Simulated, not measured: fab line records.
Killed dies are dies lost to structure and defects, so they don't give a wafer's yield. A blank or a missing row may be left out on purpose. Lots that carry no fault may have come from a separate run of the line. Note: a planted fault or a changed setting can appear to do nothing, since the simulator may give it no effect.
fab line records	flow sky130
record lots=6	wafers=18	lastDay=50
route steps=708 shown METAL1@441 PAD_OPEN@708
lots with no fault: from the same line, run without faults
startH: start of the lot's first displayed wafer, in hours after the record's first day	waitH: hours from the lot's prior step to this one	" the same as in the row above	L1.1+2: one row covering several wafers at once	- either no value or no given start	* or withheld: withheld	< > ~ a bound
route shown NAME@n: NAME is a module with steps in the file, n the number in the route of the first one	usual: mean and standard deviation over wafers with no fault	same: alike in all rows	chamber/n: place in a boat	sites: the reading at each site	_std_site: standard deviation of those values	_edge_site: inner sites' mean taken away from outer sites' mean	radiusMm: for every site, how far away it sits from the centre of the wafer	mask NAME#n: copy n	behind: the most recent tool/chamber to have shaped the wafer	hold: why the lot was held/for how many hours/how that ended	device: which transistor (n, p or np) failed to switch	end of line: at the end of the route, the tests of the same wafers	a step with no rows: only its recipe	killed: dies lost to structure and defects at the first sort, not the wafer's yield	map: per-die view of a wafer (x killed, . not killed, _ where there is no die)
set.NAME: setting as actually run; set.NAME@STEP: the setting as run at that earlier step	model.NAME: the simulator's own value behind a step, which no gauge read
certain route steps with their lots: each step a table, each wafer a row
services: when a tool's chamber went out of use (startH, in hours from the record's first day, below 0 if earlier), for how many hours, and the reason
## steps
# step SKY_METAL1_DEHYDRATE_07
# recipe tempC=200	timeS=60
# step SKY_METAL1_HMDS_08
# recipe primeTimeS=60	primeTempC=120
# step SKY_METAL1_COAT_09
# recipe resist=BARC	tempC=withheld	timeS=withheld	spinRpm=3000	resistThkNm=60
# step SKY_METAL1_COAT_10
# recipe resist=KrF-thick	spinRpm=3000	resistThkNm=450
# step SKY_METAL1_SOFTBAKE_11
# recipe tempC=100	timeS=90	resist=KrF-thick
# step SKY_METAL1_EXPOSE_12
# recipe maskId=MM1	na=0.8	sourceShape=annular	sigmaInner=0.55	sigmaOuter=0.85	targetCdNm=140	doseMj=28
# step SKY_METAL1_PEB_13
# recipe pebTempC=withheld	pebTimeS=withheld	resist=KrF-thick
# step SKY_METAL1_DEVELOP_14
# recipe developTimeS=60	resist=KrF-thick	devTempC=21
# step SKY_METAL1_CD_MEAS_15
# recipe targetCdNm=140
# usual cdNm=139.7/1.6
lot.wafer	tool	chamber	startH	waitH	cdNm
L699.2	cdSem-01	-	803.35	-	139.4
L699.3	"	-	"	"	139.6
L699.5	"	-	"	"	139.3
L705.1	cdSem-02	-	858.28	-	142.3
L705.2	"	-	"	"	141.4
L705.4	"	-	"	"	140.4
L707.3	cdSem-02	-	867.27	-	143.9
L707.4	"	-	"	"	144.7
L707.6	"	-	"	"	144.5
L708.2	cdSem-01	-	876.14	-	138.9
L708.3	"	-	"	"	138.7
L708.5	"	-	"	"	138.7
L713.2	cdSem-02	-	916.18	-	138.6
L713.4	"	-	"	"	138.0
L713.5	"	-	"	"	138.4
L714.2	cdSem-02	-	927.69	-	139.7
L714.4	"	-	"	"	140.3
L714.6	"	-	"	"	140.6
# step SKY_METAL1_OVL_MEAS_16
# usual METAL1_OVL=-1/5
lot.wafer	tool	chamber	startH	waitH	METAL1_OVL[nm]
L699.2	overlay-01	-	803.45	0.1	-1
L699.3	"	-	"	"	-7
L699.5	"	-	"	"	-2
L705.1	overlay-01	-	858.40	0.1	11
L705.2	"	-	"	"	3
L705.4	"	-	"	"	-5
L707.3	overlay-02	-	867.36	0.1	9
L707.4	"	-	"	"	8
L707.6	"	-	"	"	-3
L708.2	overlay-02	-	876.25	0.1	1
L708.3	"	-	"	"	-1
L708.5	"	-	"	"	-1
L713.2	overlay-01	-	916.28	0.1	2
L713.4	"	-	"	"	3
L713.5	"	-	"	"	-6
L714.2	overlay-02	-	927.80	0.1	0
L714.4	"	-	"	"	-3
L714.6	"	-	"	"	1
# step SKY_METAL1_DESCUM_17
# recipe chemistry=O2	sourcePowerW=150	biasPowerW=0	pressureMtorr=10	tempC=40	timeS=8
# usual drypumpMotorCurrentA=5.9/0.74	oesProductAu=0.999/0.011	tempC=40.01/0.12
lot.wafer	tool	chamber	startH	waitH	drypumpMotorCurrentA	oesProductAu	rfHoursCounterH	tempC
L699.2	rieMetal-03	0	803.49	0.0	6.8	0.997	-	40.05
L699.3	"	0	"	"	6.8	1.000	-	39.76
L699.5	"	0	"	"	6.8	1.007	-	39.95
L705.1	rieMetal-03	0	858.43	0.0	6.8	1.007	9	40.01
L705.2	"	0	"	"	6.8	1.002	-	40.14
L705.4	"	0	"	"	6.8	1.002	-	40.03
L707.3	rieMetal-03	0	867.40	0.0	6.8	1.012	-	40.06
L707.4	"	0	"	"	6.8	0.996	-	40.12
L707.6	"	0	"	"	6.8	1.006	-	39.92
L708.2	rieMetal-04	0	876.28	0.0	6.3	0.991	10	40.06
L708.3	"	1	"	"	5.3	1.002	-	39.97
L708.5	"	0	"	"	6.3	0.990	-	40.05
L713.2	rieMetal-04	1	916.31	0.0	5.3	0.995	3	40.35
L713.4	"	1	"	"	5.3	0.996	-	40.21
L713.5	"	0	"	"	6.3	0.980	-	39.91
L714.2	rieMetal-04	0	927.83	0.0	6.3	0.978	12	40.09
L714.4	"	1	"	"	5.3	0.995	-	40.06
L714.6	"	1	"	"	5.3	1.006	-	39.86
# step SKY_METAL1_ETCH_18
# recipe chemistry=N2/H2	target=BARC	ionEnergyEv=200	biasW=100	pressureMtorr=30	n2FlowSccm=100	h2FlowSccm=200	icpW=500	stopOn=SiO2	timeS=45.9	targetDepthA=600
# usual drypumpMotorCurrentA=6.0/0.74	oesProductAu=0.855/0.0046	throttleValvePct=13.226/0.009
lot.wafer	tool	chamber	startH	waitH	drypumpMotorCurrentA	oesProductAu	rfHoursCounterH	throttleValvePct
L699.2	rieMetal-03	0	803.57	0.1	6.8	0.856	-	13.217
L699.3	"	0	"	"	6.8	0.859	-	13.245
L699.5	"	0	"	"	6.8	0.847	-	13.225
L705.1	rieMetal-03	0	858.50	0.1	6.8	0.840	9	13.241
L705.2	"	0	"	"	6.8	0.852	-	13.211
L705.4	"	0	"	"	6.8	0.855	-	13.239
L707.3	rieMetal-03	0	867.49	0.1	6.9	0.862	-	13.214
L707.4	"	0	"	"	6.8	0.854	-	13.225
L707.6	"	0	"	"	6.8	0.857	-	13.220
L708.2	rieMetal-04	0	876.31	0.0	6.3	0.851	10	13.226
L708.3	"	1	"	"	5.3	0.857	-	13.224
L708.5	"	0	"	"	6.3	0.845	-	13.240
L713.2	rieMetal-04	1	916.34	0.0	5.4	0.854	3	13.228
L713.4	"	1	"	"	5.3	0.854	-	13.216
L713.5	"	0	"	"	6.3	0.854	-	13.214
L714.2	rieMetal-04	0	927.86	0.0	6.3	0.855	12	13.236
L714.4	"	1	"	"	5.3	0.850	-	13.231
L714.6	"	1	"	"	5.3	0.861	-	13.242
# step SKY_METAL1_METAL_ETCH_19
# recipe targetDepthA=3600	stopOn=SiO2	overEtchFrac=0.3	timeS=78	chemistry=Cl2/BCl3	resistSidewallDeg=88	pressureMtorr=10	icpW=900	biasW=48.5	Cl2_flow_sccm=60	bcl3FlowSccm=30
# usual drypumpMotorCurrentA=5.9/0.73	mfcCl2Sccm=60.00/0.17	oesProductAu=0.855/0.0055	throttleValvePct=22.263/0.0083
lot.wafer	tool	chamber	startH	waitH	drypumpMotorCurrentA	mfcCl2Sccm	oesProductAu	rfHoursCounterH	throttleValvePct	model.KrF-thick_of_METAL1_COAT_10.thkNm	model.METAL1.cdNm	model.SiO2_of_CONTACT_HDPCVD_02.thkNm
L699.2	rieMetal-03	0	803.70	0.1	6.8	59.67	0.862	-	22.264	155.5	139.2	325.1
L699.3	"	0	"	"	6.8	59.49	0.861	-	22.254	156.3	141.5	326.7
L699.5	"	0	"	"	6.8	59.86	0.860	-	22.270	158.3	139	324.8
L705.1	rieMetal-03	0	858.62	0.1	6.8	60.05	0.858	9	22.264	73.83	133.6	322.8
L705.2	"	0	"	"	6.8	59.80	0.847	-	22.258	74.94	132.9	321.9
L705.4	"	0	"	"	6.8	59.98	0.851	-	22.266	79.37	131.2	324.9
L707.3	rieMetal-03	0	867.63	0.1	6.8	60.21	0.857	-	22.263	70.57	132.1	319.9
L707.4	"	0	"	"	6.8	59.89	0.859	-	22.263	72.09	133.7	322.1
L707.6	"	0	"	"	6.9	60.00	0.859	-	22.273	74.75	133.6	318.7
L708.2	rieMetal-04	0	876.37	0.0	6.3	59.80	0.858	10	22.260	166.8	136.4	326.6
L708.3	"	1	"	"	5.3	59.66	0.854	-	22.258	159	135.4	327.5
L708.5	"	0	"	"	6.3	59.97	0.861	-	22.269	164.2	136.7	325.2
L713.2	rieMetal-04	1	916.41	0.0	5.3	60.24	0.847	3	22.265	156.2	139.3	327.5
L713.4	"	1	"	"	5.3	60.06	0.861	-	22.274	158.5	139.1	327.5
L713.5	"	0	"	"	6.3	60.20	0.854	-	22.266	166	137	326.4
L714.2	rieMetal-04	0	927.92	0.0	6.3	60.02	0.849	13	22.270	165.2	138.8	326
L714.4	"	1	"	"	5.3	60.08	0.853	-	22.257	159.6	141.4	324.6
L714.6	"	1	"	"	5.3	59.98	0.854	-	22.279	158.6	141.6	325
# step SKY_METAL1_STRIP_20
# recipe chemistry=O2/N2	powerW=1400	pressureMtorr=1500	platenTempC=withheld	o2FlowSccm=3000	n2FlowSccm=300	overashFraction=0.5
# usual drypumpMotorCurrentA=5.6/0.39	o2FlowSccm=3000/9.7	oesProductAu=0.343/0.0051	stripTimeToEndpointS=2.70/0.052
lot.wafer	tool	chamber	startH	waitH	drypumpMotorCurrentA	o2FlowSccm	oesProductAu	rfHoursCounterH	stripTimeToEndpointS
L699.2	plasmaAsher-01	1	803.85	0.1	6.3	2995	0.337	39	2.65
L699.3	"	1	"	"	6.3	3000	0.343	-	2.68
L699.5	"	1	"	"	6.3	3009	0.345	-	2.69
L705.1	plasmaAsher-02	1	858.80	0.1	5.3	3002	0.295	71	1.75
L705.2	"	0	"	"	5.9	3009	0.312	71	1.76
L705.4	"	0	"	"	5.9	3011	0.298	-	1.81
L707.3	plasmaAsher-04	0	867.79	0.1	5.8	3005	0.298	-	1.71
L707.4	"	1	"	"	5.1	3006	0.298	-	1.74
L707.6	"	1	"	"	5.1	3010	0.305	-	1.75
L708.2	plasmaAsher-02	1	876.46	0.1	5.4	2995	0.352	72	2.79
L708.3	"	1	"	"	5.4	2984	0.340	-	2.70
L708.5	"	1	"	"	5.4	2997	0.346	-	2.74
L713.2	plasmaAsher-02	1	916.50	0.1	5.3	3015	0.346	77	2.66
L713.4	"	1	"	"	5.4	3003	0.349	-	2.68
L713.5	"	1	"	"	5.4	3009	0.342	-	2.80
L714.2	plasmaAsher-04	1	928.01	0.1	5.1	3004	0.345	19	2.76
L714.4	"	1	"	"	5.1	2996	0.343	-	2.70
L714.6	"	1	"	"	5.1	3001	0.347	-	2.69
# step SKY_METAL1_STRIP_21
# recipe chemistry=postEtchResidueRemover	timeS=1200	tempC=72.5
# step SKY_PAD_OPEN_PROBE_99
# usual defectLimitedYield=82.1/1.9	killed_at_M0_to_M3=44/7.3	killed_at_M4_up=3.5/1.8	killedAtContacts=24/5.8	killedAtFrontEnd=16/4.3	killedAtOther=0.5/0.68	killedDies=88/9.4	killedOpen=48/6.8	killedShort=40/6.1	sort_bin_3_pad_short=0.9/0.39	sort_bin_5_function=10.5/1.4	sort_bin_6_memory=6.4/1.1	sortNPass=404/9.4	sortYieldPct=82.1/1.9
# same grossDies=492	killedAtBackSide=0	sort_bin_4_leakage[%]=0	sort_bin_8_speed[%]=0
lot.wafer	tool	chamber	startH	waitH	defectLimitedYield[%]	killed_at_M0_to_M3	killed_at_M4_up	killedAtContacts	killedAtFrontEnd	killedAtOther	killedDies	killedOpen	killedShort	sort_bin_3_pad_short[%]	sort_bin_5_function[%]	sort_bin_6_memory[%]	sortNPass	sortYieldPct[%]	model.etest.met1.widthNm	model.etest.met1.lineOhmUm
L699.2	prober-01	-	1105.67	0.1	83.3	30	6	28	16	2	82	39	42	0.2	9.3	7.1	410	83.3	139.5	0.9133
L699.3	prober-01	-	1105.72	0.2	80.5	56	3	23	14	0	96	56	36	1.0	12.2	6.3	396	80.5	143.5	0.8864
L699.5	prober-01	-	1105.82	0.2	82.3	41	8	20	18	0	87	49	38	1.2	11.0	5.5	405	82.3	141.6	0.9082
L705.1	prober-01	-	1146.46	0.1	81.7	44	6	21	19	0	90	47	43	0.8	11.6	5.9	402	81.7	131.8	0.9543
L705.2	prober-01	-	1146.51	0.1	82.3	55	2	18	12	0	87	52	35	1.2	10.6	5.9	405	82.3	132.4	0.968
L705.4	prober-01	-	1146.61	0.2	83.9	51	3	7	18	0	79	46	33	0.8	9.8	5.5	413	83.9	130.9	0.9654
L707.3	prober-02	-	1153.84	0.2	79.7	41	3	30	26	0	100	61	39	1.0	10.6	8.7	392	79.7	134.3	0.9453
L707.4	prober-02	-	1153.89	0.2	80.9	42	2	26	24	0	94	46	48	0.4	12.8	5.9	398	80.9	130.8	0.9738
L707.6	prober-02	-	1153.99	0.2	81.1	44	3	25	20	1	93	50	41	0.4	11.8	6.7	399	81.1	133.2	0.9457
L708.2	prober-02	-	1162.49	0.1	83.3	42	5	22	13	0	82	41	39	1.0	10.4	5.3	410	83.3	134.3	0.9459
L708.3	prober-02	-	1162.54	0.2	84.3	33	2	21	21	0	77	49	28	0.8	8.7	6.1	415	84.3	136.3	0.9407
L708.5	prober-02	-	1162.64	0.2	82.5	43	6	19	17	1	86	38	48	0.6	11.0	5.9	406	82.5	139.1	0.9051
L713.2	prober-01	-	1187.35	0.1	79.9	54	2	29	14	0	99	65	34	1.2	11.0	7.9	393	79.9	140.3	0.9071
L713.4	prober-01	-	1187.45	0.2	81.7	48	3	30	9	0	90	57	33	1.4	9.3	7.5	402	81.7	135.3	0.9591
L713.5	prober-01	-	1187.50	0.2	83.1	41	5	26	11	0	83	47	36	0.6	10.0	6.3	409	83.1	140.6	0.9062
L714.2	prober-01	-	1195.33	0.1	81.7	42	5	22	21	0	90	43	47	1.2	11.2	5.9	402	81.7	139.6	0.9213
L714.4	prober-01	-	1195.43	0.2	81.9	42	7	25	15	0	89	51	38	0.8	10.6	6.7	403	81.9	139.1	0.9272
L714.6	prober-01	-	1195.53	0.2	83.1	36	4	32	11	0	83	51	32	1.0	10.6	5.3	409	83.1	141.7	0.9171
# killed by level:class
L699.2 CONTACT:geometricParticle:open=11 LI_CONTACT:geometricParticle:open=8 METAL1:geometricParticle:short=7 VIA3:geometricParticle:open=7 FIELD_ISO:geometricParticle:short=6 METAL4:geometricParticle:short=6 POLY_GATE:geometricParticle:short=4 VIA1:geometricParticle:open=4
L699.3 VIA2:geometricParticle:open=12 LI_CONTACT:geometricParticle:open=8 CONTACT:geometricParticle:open=8 VIA1:geometricParticle:open=8 METAL2:geometricParticle:short=7 POLY_GATE:geometricParticle:open=5 METAL1:geometricParticle:open=5 METAL1:geometricParticle:short=5
L699.5 CONTACT:geometricParticle:open=10 VIA1:geometricParticle:open=7 VIA2:geometricParticle:open=7 METAL4:geometricParticle:short=6 VIA3:geometricParticle:open=6 POLY_GATE:geometricParticle:open=5 METAL3:geometricParticle:short=5 POLY_GATE:geometricParticle:short=4
L705.1 LI_CONTACT:geometricParticle:open=9 CONTACT:geometricParticle:open=8 METAL1:geometricParticle:short=8 VIA1:geometricParticle:open=8 METAL2:geometricParticle:short=7 METAL4:geometricParticle:short=5 VIA2:geometricParticle:open=5 SPACER:geometricParticle:short=4
L705.2 VIA1:geometricParticle:open=15 LI_CONTACT:geometricParticle:open=8 METAL1:geometricParticle:short=8 VIA3:geometricParticle:open=8 CONTACT:geometricParticle:open=7 VIA2:geometricParticle:open=7 VIA2:geometricParticle:short=5 VIA3:geometricParticle:short=4
L705.4 VIA1:geometricParticle:open=17 FIELD_ISO:geometricParticle:open=7 VIA3:geometricParticle:open=7 METAL1:geometricParticle:short=7 METAL2:geometricParticle:short=6 POLY_GATE:geometricParticle:short=4 VIA1:geometricParticle:short=4 CONTACT:geometricParticle:open=3
L707.3 CONTACT:geometricParticle:open=12 LI_CONTACT:geometricParticle:open=11 VIA1:geometricParticle:open=8 METAL1:geometricParticle:short=7 POLY_GATE:geometricParticle:short=7 FIELD_ISO:geometricParticle:open=6 METAL2:geometricParticle:short=6 VIA2:geometricParticle:open=6
L707.4 CONTACT:geometricParticle:open=8 VIA1:geometricParticle:open=8 METAL2:geometricParticle:short=8 POLY_GATE:geometricParticle:open=7 LI_CONTACT:geometricParticle:open=7 LOCAL_INTERCONNECT:geometricParticle:short=6 FIELD_ISO:geometricParticle:short=5 POLY_GATE:geometricParticle:short=5
L707.6 METAL1:geometricParticle:short=8 LI_CONTACT:geometricParticle:open=8 VIA1:geometricParticle:open=8 CONTACT:geometricParticle:open=6 VIA2:geometricParticle:open=6 FIELD_ISO:geometricParticle:open=5 CONTACT:geometricParticle:short=5 VIA3:geometricParticle:open=5
L708.2 VIA3:geometricParticle:open=11 VIA1:geometricParticle:open=10 METAL2:geometricParticle:short=9 POLY_GATE:geometricParticle:short=7 LI_CONTACT:geometricParticle:open=5 CONTACT:geometricParticle:open=5 LOCAL_INTERCONNECT:geometricParticle:short=4 CONTACT:geometricParticle:short=4
L708.3 VIA1:geometricParticle:open=10 LI_CONTACT:geometricParticle:open=9 POLY_GATE:geometricParticle:open=8 FIELD_ISO:geometricParticle:short=7 VIA3:geometricParticle:open=7 CONTACT:geometricParticle:open=5 CONTACT:geometricParticle:short=4 METAL1:geometricParticle:short=4
L708.5 VIA1:geometricParticle:open=9 VIA3:geometricParticle:open=7 LOCAL_INTERCONNECT:geometricParticle:short=7 FIELD_ISO:geometricParticle:short=6 METAL2:geometricParticle:short=6 CONTACT:geometricParticle:open=5 METAL1:geometricParticle:short=5 VIA2:geometricParticle:open=5
L713.2 VIA3:geometricParticle:open=14 VIA1:geometricParticle:open=13 LI_CONTACT:geometricParticle:open=10 CONTACT:geometricParticle:open=10 VIA2:geometricParticle:open=6 CONTACT:geometricParticle:short=5 VIA1:geometricParticle:short=5 METAL2:geometricParticle:short=5
L713.4 CONTACT:geometricParticle:open=13 VIA1:geometricParticle:open=11 VIA2:geometricParticle:open=11 LI_CONTACT:geometricParticle:open=9 METAL2:geometricParticle:short=6 VIA3:geometricParticle:open=5 LOCAL_INTERCONNECT:geometricParticle:short=4 CONTACT:geometricParticle:short=4
L713.5 CONTACT:geometricParticle:open=13 VIA3:geometricParticle:open=8 LI_CONTACT:geometricParticle:open=7 METAL1:geometricParticle:short=6 VIA1:geometricParticle:open=5 METAL2:geometricParticle:short=4 VIA3:geometricParticle:short=4 VIA1:geometricParticle:short=4
L714.2 VIA1:geometricParticle:open=9 METAL1:geometricParticle:short=7 POLY_GATE:geometricParticle:short=7 CONTACT:geometricParticle:open=7 VIA2:geometricParticle:open=7 METAL2:geometricParticle:short=6 FIELD_ISO:geometricParticle:short=5 LI_CONTACT:geometricParticle:open=5
L714.4 CONTACT:geometricParticle:open=12 VIA1:geometricParticle:open=11 VIA3:geometricParticle:open=9 LI_CONTACT:geometricParticle:open=6 METAL2:geometricParticle:short=6 METAL4:geometricParticle:short=6 FIELD_ISO:geometricParticle:open=4 POLY_GATE:geometricParticle:open=4
L714.6 CONTACT:geometricParticle:open=14 VIA1:geometricParticle:open=8 LI_CONTACT:geometricParticle:open=6 VIA2:geometricParticle:open=5 LOCAL_INTERCONNECT:geometricParticle:short=4 METAL2:geometricParticle:short=4 FIELD_ISO:geometricParticle:open=3 LI_CONTACT:geometricParticle:short=3
## services
tool	chamber	startH	hours	kind
rieMetal-03	0	812.66	2.0	repair
plasmaAsher-01	-	819.44	15.6	pm
rieMetal-04	1	834.13	-	clean
rieMetal-04	1	834.13	17.5	scheduledDown
rieMetal-04	1	834.13	17.5	ventCycle
plasmaAsher-01	-	835.78	1.2	repair
rieMetal-03	0	843.56	13.8	repair
plasmaAsher-01	-	863.68	1.1	repair
rieMetal-04	-	904.66	0.3	repair
plasmaAsher-02	-	917.20	0.4	repair
## key
firstSign step=SKY_METAL1_STRIP_20	reading=stripTimeToEndpointS	direction=down	sigmas=18	usual=*	struck=*
effect step=SKY_METAL1_STRIP_20	reading=oesProductAu	direction=down	sigmas=8.3	usual=0.343	struck=0.301
modelEffect step=SKY_METAL1_METAL_ETCH_19	value=KrF-thick_of_METAL1_COAT_10.thkNm	without=156.2	struck=74.26
modelEffect step=SKY_PAD_OPEN_PROBE_99	value=etest.met1.widthNm	without=141.8	struck=132.2
metAt SKY_METAL1_METAL_ETCH_19
struckWafers L705.1,L705.2,L705.4,L707.3,L707.4,L707.6
onsetBetween 803.70 858.62
alsoFits SKY_METAL1_DESCUM_17:rieMetal-03,SKY_METAL1_ETCH_18:rieMetal-03
fault kind=processParameterDrift	tool=rieMetal-03	chamber=0	onsetH=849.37	steps=SKY_METAL1_METAL_ETCH_19	channel=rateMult	offset=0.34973	shape=step	endH=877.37
